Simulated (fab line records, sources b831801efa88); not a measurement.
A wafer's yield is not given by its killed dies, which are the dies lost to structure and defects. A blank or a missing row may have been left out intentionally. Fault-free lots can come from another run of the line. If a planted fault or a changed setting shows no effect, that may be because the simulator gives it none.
Struck lot and sound lot, side by side | flow sky130 | 26 out of 708 route steps
Sound: wafers L514.2, L514.3, L514.5. Wafers L523.1, L523.5, L523.6 were the ones struck. The cause is named last.
For every step that has rows: the tool of each side, followed by ch and its chambers, followed by its first start. Under that, the readings that differ: sound wafers | struck wafers | difference of the means | sigmas: that difference in standard deviations of wafers without a fault.
alike: readings with means less than 2 such deviations apart, plus words and numbers identical on both sides. not compared: withheld readings, readings lacking a value on some wafer, bounds such as >300 that could conceal the same value, and numbers that have no deviation in the record and whose values overlap.
Wherever a step has rows on one side only, a row that says differs or no value, or a row with sigmas, the two part there. Numbers that have no deviation but don't overlap get no sigmas and don't part them. Lack of a reading on every wafer of one side parts them only where that side has two or more wafers.

first, 9 steps without rows for these wafers: SKY_LI_CONTACT_ETCH_14 (etches BARC in N2/H2, stops on SiO2, time 45.9 s, target depth 60 nm); SKY_LI_CONTACT_ETCH_15 (etches PSG in C4F8/O2/Ar, stops on Si, target depth 600 nm); SKY_LI_CONTACT_STRIP_16 (strips in O2/N2); SKY_LI_CONTACT_CLEAN_17 (cleans in NMP, time 600 s); SKY_LI_CONTACT_PRE_CLEAN_18 (time 5.6 s); SKY_LI_CONTACT_SPUTTER_19 (material Ti, target thk 20 nm, time 106.37 s); SKY_LI_CONTACT_SPUTTER_20 (material TiN, target thk 20 nm, time 80 s); SKY_LI_CONTACT_CVD_21 (deposits W, target thk 400 nm, time 120.56 s); SKY_LI_CONTACT_CMP_24 (polishes, stops on PSG, t overpolish 20 s, target thk 0 nm).
SKY_LOCAL_INTERCONNECT_SPUTTER_00: material TiN, target thk 100 nm, time 83.3 s.
  sound: pvd sputter-02 at day 31 12:39; struck: pvd sputter-02 at day 34 08:59
  reading                                                | sound             | struck           | difference | sigmas
  model.TiN_of_LOCAL_INTERCONNECT_SPUTTER_00.thk nm (nm) | 99.78 99.55 99.73 | 96.57 96.04 95.5 | -3.65      |
  alike: chamber pressure pa, throttle valve pct
SKY_LOCAL_INTERCONNECT_RS_MEAS_01: the measuring method here is four-point-probe.
  sound: film metro-01 at day 31 12:44; struck: film metro-03 at day 34 09:04
  reading                            | sound             | struck            | difference | sigmas
  LOCAL_INTERCONNECT_TIN_RS (ohm/sq) | 14.19 14.19 14.18 | 14.68 14.76 14.86 | +0.58      | +4
SKY_LOCAL_INTERCONNECT_THK_MEAS_02: measures by xrf.
  sound: film metro-01 at day 31 12:51; struck: film metro-03 at day 34 09:11
  reading                         | sound          | struck         | difference | sigmas
  LOCAL_INTERCONNECT_TIN_THK (nm) | 98.7 98.9 98.9 | 96.1 95.9 95.5 | -3.0       | -3
then, 9 steps without rows for these wafers: SKY_LOCAL_INTERCONNECT_DEHYDRATE_03 (time 60 s); SKY_LOCAL_INTERCONNECT_HMDS_04 (prime time 60 s); SKY_LOCAL_INTERCONNECT_COAT_05 (resist thk 60 nm); SKY_LOCAL_INTERCONNECT_COAT_06 (resist thk 450 nm); SKY_LOCAL_INTERCONNECT_SOFTBAKE_07 (time 90 s); SKY_LOCAL_INTERCONNECT_EXPOSE_08 (exposes mask LI1M, target cd 170 nm); SKY_LOCAL_INTERCONNECT_PEB_09; SKY_LOCAL_INTERCONNECT_DEVELOP_10 (develop time 60 s); SKY_LOCAL_INTERCONNECT_ETCH_13 (etches BARC in N2/H2, stops on SiO2, time 45.9 s, target depth 60 nm).
SKY_LOCAL_INTERCONNECT_METAL_ETCH_14: etches TiN in Cl2/BCl3, stops on PSG, target depth 110 nm, time 31.4 s.
  sound on rie metal-02 ch 0,1, day 32 16:32; struck on rie metal-01 ch 0,1, day 35 12:11
  reading                                        | sound             | struck            | difference | sigmas
  oes product au (a.u.)                          | 0.941 0.934 0.947 | 0.923 0.917 0.918 | -0.021     | -3
  model.etch.depth nm (nm)                       | 99.78 99.55 99.73 | 96.57 96.04 95.5  | -3.65      |
  model.LOCAL_INTERCONNECT.feature depth nm (nm) | 99.78 99.55 99.73 | 96.57 96.04 95.5  | -3.65      |
  alike: drypump motor current A, throttle valve pct
  not compared: rf hours counter h
then, 1 step without rows for these wafers: SKY_LOCAL_INTERCONNECT_STRIP_15 (strips in O2/N2).
SKY_LOCAL_INTERCONNECT_STRIP_16: strips in post etch residue remover, time 1200 s.
  sound on wet bench-04 ch 3, day 32 16:41; struck on wet bench-01 ch 1, day 35 12:20
  reading                                                | sound             | struck            | difference | sigmas
  model.TiN_of_LOCAL_INTERCONNECT_SPUTTER_00.thk nm (nm) | 99.37 99.13 99.32 | 96.15 95.62 95.08 | -3.66      |
then, 1 step without rows for these wafers: SKY_LOCAL_INTERCONNECT_CLEAN_17 (cleans in IPA, time 180 s).
-- the record jumps here: 14 days lie between the struck wafers' starts before and after (it left off in module LOCAL_INTERCONNECT and takes up again in module PAD_OPEN, whose first step shown is number 708 of the route) --
SKY_PAD_OPEN_PROBE_99:
  sound: prober-02 at day 47 10:53; struck: prober-01 at day 49 12:38
  reading                        | sound            | struck            | difference | sigmas
  model.etest.res li.line ohm um | 77.09 76 76.04   | 78.65 77.85 78.97 | +2.11      |
  model.etest.res li.rs ohm sq   | 12.81 12.92 12.9 | 13.28 13.42 13.43 | +0.50      |
  alike: killed_at_M0_to_M3, killed_at_M4_up, killed at contacts, killed at front end, killed at other, killed dies, killed open, killed short

## WHERE THEY PART
First at SKY_LOCAL_INTERCONNECT_RS_MEAS_01; last, within this record, at SKY_LOCAL_INTERCONNECT_METAL_ETCH_14. Later steps at which nothing parts them and some readings are alike: SKY_PAD_OPEN_PROBE_99.

WHY: whatever the simulator had introduced
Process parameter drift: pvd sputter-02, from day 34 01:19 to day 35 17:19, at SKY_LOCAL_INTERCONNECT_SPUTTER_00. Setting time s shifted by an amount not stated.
